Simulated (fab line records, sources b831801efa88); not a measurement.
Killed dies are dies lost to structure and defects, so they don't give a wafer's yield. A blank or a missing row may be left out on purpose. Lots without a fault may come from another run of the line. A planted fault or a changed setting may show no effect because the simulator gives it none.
Which tool did it? | flow sky130 | 14 lots, 42 wafers sampled, at 2 steps of a route of 708

WHAT THE GAUGES READ, wafer by wafer
The record holds no reading of a measuring or inspecting step that can be judged against a usual standard deviation.

WHICH TOOL RAN EACH LOT (tool, then ch and the chambers of the sampled wafers, then the start)
lot  | SKY_POLY_CUT_ETCH_11               | SKY_PAD_OPEN_PROBE_99
L935 | rie_diel-02 ch 0,2,3, day 24 05:39 | -
L937 | rie_diel-04 ch 0,2, day 25 03:02   | -
L941 | rie_diel-04 ch 0,1,2, day 26 11:56 | -
L940 | rie_diel-01 ch 1,2,3, day 26 12:53 | -
L942 | rie_diel-04 ch 0,1,3, day 26 22:59 | -
L944 | rie_diel-04 ch 0,1,3, day 27 15:09 | prober-02, day 48 05:01
L943 | rie_diel-04 ch 1,2,3, day 27 17:29 | prober-01, day 48 08:28
L946 | rie_diel-02 ch 0,1,2, day 28 10:24 | -
L953 | rie_diel-04 ch 0,1,2, day 30 18:38 | -
L954 | rie_diel-02 ch 1,2, day 31 07:38   | -
L955 | rie_diel-01 ch 1,2,3, day 31 08:56 | -
L956 | rie_diel-02 ch 0,2, day 31 16:45   | -
L957 | rie_diel-01 ch 0,1,3, day 31 20:32 | -
L958 | rie_diel-04 ch 0,2,3, day 32 03:18 | -
- SKY_POLY_CUT_ETCH_11: etches Si3N4 in CF4/CH2F2/Ar, stops on poly-Si, time 42.5 s, target depth 60 nm.
- SKY_PAD_OPEN_PROBE_99

WHAT THE TOOLS THEMSELVES READ (means of the sampled wafers that have a number; where no wafer has one, the mark that the record gives instead)
SKY_POLY_CUT_ETCH_11. Usual: bias_w 150.0 W, standard deviation 0.45; drypump_motor_current_A 5.7 A, standard deviation 0.43; oes_product_au 0.827 a.u., standard deviation 0.0062; throttle_valve_pct 14.995 %, standard deviation 0.0089.
lot  | tool        | bias_w (W) | drypump_motor_current_A (A) | oes_product_au (a.u.) | throttle_valve_pct (%) | flag
L935 | rie_diel-02 | 149.8      | 5.4                         | 0.818                 | 14.992                 |
L937 | rie_diel-04 | 149.9      | 5.9                         | 0.821                 | 14.999                 |
L941 | rie_diel-04 | 150.2      | 6.0                         | 0.833                 | 14.984                 |
L940 | rie_diel-01 | 150.2      | 5.4                         | 0.827                 | 14.987                 |
L942 | rie_diel-04 | 149.8      | 5.9                         | 0.823                 | 14.997                 |
L944 | rie_diel-04 | 150.5      | 5.9                         | 0.822                 | 14.991                 |
L943 | rie_diel-04 | 149.7      | 6.1                         | 0.829                 | 14.997                 |
L946 | rie_diel-02 | 149.9      | 5.5                         | 0.830                 | 14.996                 |
L953 | rie_diel-04 | 150.2      | 6.1                         | 0.835                 | 14.998                 |
L954 | rie_diel-02 | 150.2      | 5.6                         | 0.827                 | 14.996                 |
L955 | rie_diel-01 | 150.6      | 5.4                         | 0.827                 | 14.996                 |
L956 | rie_diel-02 | 149.8      | 5.3                         | 0.828                 | 15.006                 |
L957 | rie_diel-01 | 150.0      | 5.7                         | 0.832                 | 15.008                 |
L958 | rie_diel-04 | 149.8      | 6.0                         | 0.828                 | 14.998                 |

SKY_PAD_OPEN_PROBE_99. Usual: killed_at_M0_to_M3 42, standard deviation 7; killed_at_M4_up 3.2, standard deviation 1.6; killed_at_contacts 24, standard deviation 5.8; killed_at_front_end 16, standard deviation 4.3; killed_at_other 0.3, standard deviation 0.62; killed_dies 86, standard deviation 9.5; killed_open 46, standard deviation 6.4; killed_short 39, standard deviation 6.3.
lot  | tool      | killed_at_M0_to_M3 | killed_at_M4_up | killed_at_contacts | killed_at_front_end | killed_at_other | killed_dies | killed_open | killed_short | flag
L944 | prober-02 | 44                 | 3.3             | 24                 | 31                  | 0.3             | 103         | 45          | 40           | OFF
L943 | prober-01 | 40                 | 4.0             | 25                 | 29                  | 0.3             | 98          | 45          | 37           | OFF

THE ANSWER, worked out from the rows above alone
Rule: a lot is off if the mean of its wafers that have a number lies more than 3 standard deviations from the usual mean. A lot without any number at a reading at which 4 lots or more have one is off too. The other lots that the step has rows for count as sound. The gauges are gone through in route order, then the tools' own readings, and for those a lot's mean is taken as printed above. The first step at which some lot is off is used, and at that step the reading that is off furthest; a lot without a number counts as furthest.
Off: L944, L943, at SKY_PAD_OPEN_PROBE_99 (killed_at_front_end). Neither off nor sound, because the step has no rows for them: L935, L937, L941, L940, L942, L946, L953, L954, L955, L956, L957, L958.
A tool fits if, at that step or a process step before it, it ran every lot that is off, and no sound lot after the first of them. One fits: rie_diel-04 at SKY_POLY_CUT_ETCH_11. It ran no sound lot before its first lot that is off in this sample, so the start can't be narrowed down.

WHAT THE SIMULATOR HAD PUT IN
Chamber particle source: rie_diel-04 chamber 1, from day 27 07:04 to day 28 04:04, at SKY_POLY_CUT_ETCH_11. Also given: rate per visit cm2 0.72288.
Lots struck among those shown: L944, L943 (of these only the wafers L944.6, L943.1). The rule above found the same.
